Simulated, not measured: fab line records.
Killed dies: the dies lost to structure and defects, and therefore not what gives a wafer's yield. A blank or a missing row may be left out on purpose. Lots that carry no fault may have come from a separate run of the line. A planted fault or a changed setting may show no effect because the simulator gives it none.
A sampling plan put to the test    flow sky130    one line in one fab, 20 faults in these records, each fault weighed on the records of the lots it struck
The plan is the line's own looks: the steps of the route at which a gauge or an inspection reads the wafer and doesn't change it. Where struck wafers have a number at a look and the file lists that look's usual mean and standard deviation on fault-free wafers, the look can be judged. Caught: the struck wafers' mean, at a look after the fault's first step, is 4 or more of those standard deviations (sigma) away from the usual mean. On the tool: the fault's steps, tested the same way using the tool's own readings. It also counts as caught if the struck wafers ran another recipe or if their record alone is blank.

THE FAULTS, as the simulator had put them in
1. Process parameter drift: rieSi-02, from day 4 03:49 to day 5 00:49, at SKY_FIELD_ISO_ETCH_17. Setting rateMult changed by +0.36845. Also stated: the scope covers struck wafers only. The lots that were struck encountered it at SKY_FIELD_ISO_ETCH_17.
2. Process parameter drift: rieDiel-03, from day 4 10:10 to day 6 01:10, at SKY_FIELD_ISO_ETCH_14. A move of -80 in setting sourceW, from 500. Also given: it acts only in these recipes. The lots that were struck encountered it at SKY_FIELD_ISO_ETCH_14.
3. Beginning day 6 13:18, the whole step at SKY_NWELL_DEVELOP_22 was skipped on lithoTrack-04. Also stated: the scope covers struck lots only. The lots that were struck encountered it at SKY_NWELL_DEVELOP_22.
4. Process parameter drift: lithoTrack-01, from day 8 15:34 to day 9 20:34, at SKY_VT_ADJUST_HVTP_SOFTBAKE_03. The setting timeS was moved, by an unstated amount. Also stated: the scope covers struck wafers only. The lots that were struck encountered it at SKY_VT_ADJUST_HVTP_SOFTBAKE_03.
5. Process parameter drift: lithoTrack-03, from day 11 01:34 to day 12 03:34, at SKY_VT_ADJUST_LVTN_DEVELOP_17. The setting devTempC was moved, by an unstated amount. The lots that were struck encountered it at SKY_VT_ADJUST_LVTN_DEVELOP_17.
6. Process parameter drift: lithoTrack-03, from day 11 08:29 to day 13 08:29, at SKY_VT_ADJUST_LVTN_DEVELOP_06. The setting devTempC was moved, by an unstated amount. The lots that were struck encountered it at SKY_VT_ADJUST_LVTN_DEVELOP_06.
7. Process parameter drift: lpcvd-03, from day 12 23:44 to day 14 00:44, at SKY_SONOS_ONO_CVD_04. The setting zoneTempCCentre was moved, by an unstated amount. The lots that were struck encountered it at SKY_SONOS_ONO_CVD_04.
8. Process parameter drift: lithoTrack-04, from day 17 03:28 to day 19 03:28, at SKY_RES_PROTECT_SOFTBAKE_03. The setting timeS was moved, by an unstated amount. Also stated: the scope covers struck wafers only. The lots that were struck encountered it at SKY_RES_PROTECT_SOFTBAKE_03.
9. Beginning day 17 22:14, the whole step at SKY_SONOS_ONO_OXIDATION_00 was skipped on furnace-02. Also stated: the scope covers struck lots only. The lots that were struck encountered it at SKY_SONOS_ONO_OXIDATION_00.
10. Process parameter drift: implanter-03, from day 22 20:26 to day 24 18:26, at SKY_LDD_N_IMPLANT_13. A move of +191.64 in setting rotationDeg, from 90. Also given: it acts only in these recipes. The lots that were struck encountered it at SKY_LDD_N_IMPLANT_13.
11. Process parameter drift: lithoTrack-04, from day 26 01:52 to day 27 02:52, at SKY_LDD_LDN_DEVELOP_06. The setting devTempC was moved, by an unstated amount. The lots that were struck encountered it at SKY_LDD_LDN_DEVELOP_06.
12. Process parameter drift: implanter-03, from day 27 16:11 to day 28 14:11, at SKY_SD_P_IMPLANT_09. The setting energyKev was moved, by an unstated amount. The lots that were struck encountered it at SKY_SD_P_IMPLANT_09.
13. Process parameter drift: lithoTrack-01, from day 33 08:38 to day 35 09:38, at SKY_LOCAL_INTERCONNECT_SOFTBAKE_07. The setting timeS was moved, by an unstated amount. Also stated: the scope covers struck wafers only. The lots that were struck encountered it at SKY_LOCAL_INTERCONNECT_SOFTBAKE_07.
14. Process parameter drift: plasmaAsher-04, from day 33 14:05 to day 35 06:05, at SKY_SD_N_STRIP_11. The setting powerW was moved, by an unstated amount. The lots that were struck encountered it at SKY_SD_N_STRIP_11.
15. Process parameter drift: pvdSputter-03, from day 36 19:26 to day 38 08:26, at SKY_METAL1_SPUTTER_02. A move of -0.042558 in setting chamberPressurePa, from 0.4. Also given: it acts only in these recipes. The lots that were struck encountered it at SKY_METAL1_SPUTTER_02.
16. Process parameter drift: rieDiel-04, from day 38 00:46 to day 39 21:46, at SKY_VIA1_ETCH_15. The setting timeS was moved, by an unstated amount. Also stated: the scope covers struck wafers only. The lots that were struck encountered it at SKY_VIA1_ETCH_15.
17. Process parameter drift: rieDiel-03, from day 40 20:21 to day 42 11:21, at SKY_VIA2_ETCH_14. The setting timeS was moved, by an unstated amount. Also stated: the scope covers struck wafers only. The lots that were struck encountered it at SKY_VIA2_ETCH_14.
18. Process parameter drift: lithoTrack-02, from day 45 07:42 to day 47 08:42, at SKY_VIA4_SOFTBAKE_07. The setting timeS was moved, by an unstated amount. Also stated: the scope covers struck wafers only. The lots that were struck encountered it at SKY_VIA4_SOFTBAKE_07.
19. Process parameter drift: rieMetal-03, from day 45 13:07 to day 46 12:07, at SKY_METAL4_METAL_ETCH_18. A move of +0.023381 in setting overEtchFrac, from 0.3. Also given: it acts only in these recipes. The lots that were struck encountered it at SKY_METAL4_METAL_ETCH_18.
20. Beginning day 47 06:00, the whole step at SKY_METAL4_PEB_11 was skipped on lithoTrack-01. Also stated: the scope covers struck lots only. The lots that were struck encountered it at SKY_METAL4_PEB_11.

WHAT THE PLAN SAW
fault  on the tool itself                                first look that catches it                       reading, sigma  median hours from its first step to that look  hours from the fault's start to the first struck lot there  judged looks passed uncaught
1      oesProductAu +31 sigma                            no look after it can be judged                   -               -                                              -                                                           0
2      rfFwdPowerW -43 sigma                             none of the 2 looks that can be judged after it  -               -                                              -                                                           2
3      the tool's record is blank for the struck wafers  no look after it can be judged                   -               -                                              -                                                           0
4      runLengthS +65 sigma                              not the one look that can be judged after it     -               -                                              -                                                           1
5      developerTempC +21 sigma                          no look after it can be judged                   -               -                                              -                                                           0
6      developerTempC -9.3 sigma                         none of the 2 looks that can be judged after it  -               -                                              -                                                           2
7      spikeTcCentreC +11 sigma                          no look after it can be judged                   -               -                                              -                                                           0
8      heaterPowerTotalW +46 sigma                       no look after it can be judged                   -               -                                              -                                                           0
9      the tool's record is blank for the struck wafers  no look after it can be judged                   -               -                                              -                                                           0
10     rotationDeg +99 or beyond sigma                   none of the 2 looks that can be judged after it  -               -                                              -                                                           2
11     developerTempC -9.3 sigma                         no look after it can be judged                   -               -                                              -                                                           0
12     beamEnergyKeV -40 sigma                           no look after it can be judged                   -               -                                              -                                                           0
13     runLengthS +93 sigma                              no look after it can be judged                   -               -                                              -                                                           0
14     stripTimeToEndpointS -69 sigma                    no look after it can be judged                   -               -                                              -                                                           0
15     chamberPressurePa -56 sigma                       no look after it can be judged                   -               -                                              -                                                           0
16     runLengthS +8.7 sigma                             no look after it can be judged                   -               -                                              -                                                           0
17     oesProductAu +23 sigma                            no look after it can be judged                   -               -                                              -                                                           0
18     runLengthS +99 or beyond sigma                    no look after it can be judged                   -               -                                              -                                                           0
19     under 2 sigma                                     no look after it can be judged                   -               -                                              -                                                           0
20     no reading that can be judged                     no look after it can be judged                   -               -                                              -                                                           0
A dash: the fault isn't caught, or these records don't give the number.

Caught at a look: 0 of 20. Caught on the tool: 18 of 20. By one or the other: 18 of 20.
Faults 1, 2, 3, 4, 5, 6, 7, 8, 9, 10, 11, 12, 13, 14, 15, 16, 17, 18 were caught on the tool alone.
Caught by neither: faults 19, 20.
